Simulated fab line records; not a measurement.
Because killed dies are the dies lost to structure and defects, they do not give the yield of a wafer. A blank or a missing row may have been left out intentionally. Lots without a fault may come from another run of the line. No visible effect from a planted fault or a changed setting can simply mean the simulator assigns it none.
Chamber matching :: flow gf180mcu :: GF_V1_CMP_04 on cmp-02: 4 sister chambers
The step polishes SiO2. 8 wafers are shown with their chamber, then 12 later ones without.

## WAFERS WITH THEIR CHAMBER
wafer: L083.6
chamber: 3
motorCurrentA (A): 12.9
platenRpm (rpm): 60.01

wafer: L086.1
chamber: 1
motorCurrentA (A): 12.4
platenRpm (rpm): 60.09

wafer: L086.4
chamber: 0
motorCurrentA (A): 12.3
platenRpm (rpm): 59.95

wafer: L087.2
chamber: 0
motorCurrentA (A): 12.3
platenRpm (rpm): 59.98

wafer: L087.4
chamber: 1
motorCurrentA (A): 12.2
platenRpm (rpm): 60.06

wafer: L090.2
chamber: 2
motorCurrentA (A): 14.1
platenRpm (rpm): 59.91

wafer: L090.3
chamber: 3
motorCurrentA (A): 13.4
platenRpm (rpm): 60.08

wafer: L090.5
chamber: 2
motorCurrentA (A): 13.4
platenRpm (rpm): 59.98

## WAFERS WHOSE CHAMBER IS MISSING
wafer: L093.1
motorCurrentA (A): 12.6
platenRpm (rpm): 59.99

wafer: L093.5
motorCurrentA (A): 13.6
platenRpm (rpm): 59.97

wafer: L093.6
motorCurrentA (A): 12.3
platenRpm (rpm): 60.04

wafer: L092.1
motorCurrentA (A): 12.3
platenRpm (rpm): 59.95

wafer: L092.3
motorCurrentA (A): 13.5
platenRpm (rpm): 60.05

wafer: L092.4
motorCurrentA (A): 13.0
platenRpm (rpm): 59.96

wafer: L094.3
motorCurrentA (A): 13.1
platenRpm (rpm): 60.00

wafer: L094.4
motorCurrentA (A): 13.4
platenRpm (rpm): 59.93

wafer: L094.6
motorCurrentA (A): 13.6
platenRpm (rpm): 59.97

wafer: L095.2
motorCurrentA (A): 11.8
platenRpm (rpm): 60.02

wafer: L095.5
motorCurrentA (A): 13.9
platenRpm (rpm): 59.98

wafer: L095.6
motorCurrentA (A): 12.7
platenRpm (rpm): 60.01

## WHICH CHAMBER EACH WENT THROUGH
wafer: L093.1
from the rows above: can't be placed: 0 or 3 or 1
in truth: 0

wafer: L093.5
from the rows above: can't be placed: 2 or 3
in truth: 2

wafer: L093.6
from the rows above: can't be placed: 1 or 0 or 3
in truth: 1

wafer: L092.1
from the rows above: 0
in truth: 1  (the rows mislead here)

wafer: L092.3
from the rows above: can't be placed: 3 or 2
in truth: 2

wafer: L092.4
from the rows above: can't be placed: 0 or 3 or 2 or 1
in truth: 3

wafer: L094.3
from the rows above: can't be placed: 3 or 2 or 0
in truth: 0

wafer: L094.4
from the rows above: can't be placed: 2 or 3
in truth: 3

wafer: L094.6
from the rows above: can't be placed: 2 or 3
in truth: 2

wafer: L095.2
from the rows above: can't be placed: 0 or 1
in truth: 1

wafer: L095.5
from the rows above: can't be placed: 2 or 3
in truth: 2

wafer: L095.6
from the rows above: can't be placed: 3 or 0 or 1
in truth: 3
0 of 12 placed correctly. From these rows, 11 cannot be placed; in 11 the true chamber is one of the candidates. Placed wrongly: 1.
How it was worked out, from the rows above alone: a wafer's distance from a chamber is the root of the sum, over the readings, of the square of ((its reading less the chamber's mean) divided by the reading's scatter). If the next closest chamber is less than 2 further off than the closest, the wafer can't be placed; otherwise it belongs to the closest. The mean given for a chamber averages the wafers shown for that chamber. The scatter is the square root of a quotient: the sum, over the shown wafers, of each reading's squared deviation from its chamber's mean, divided by wafers minus chambers.
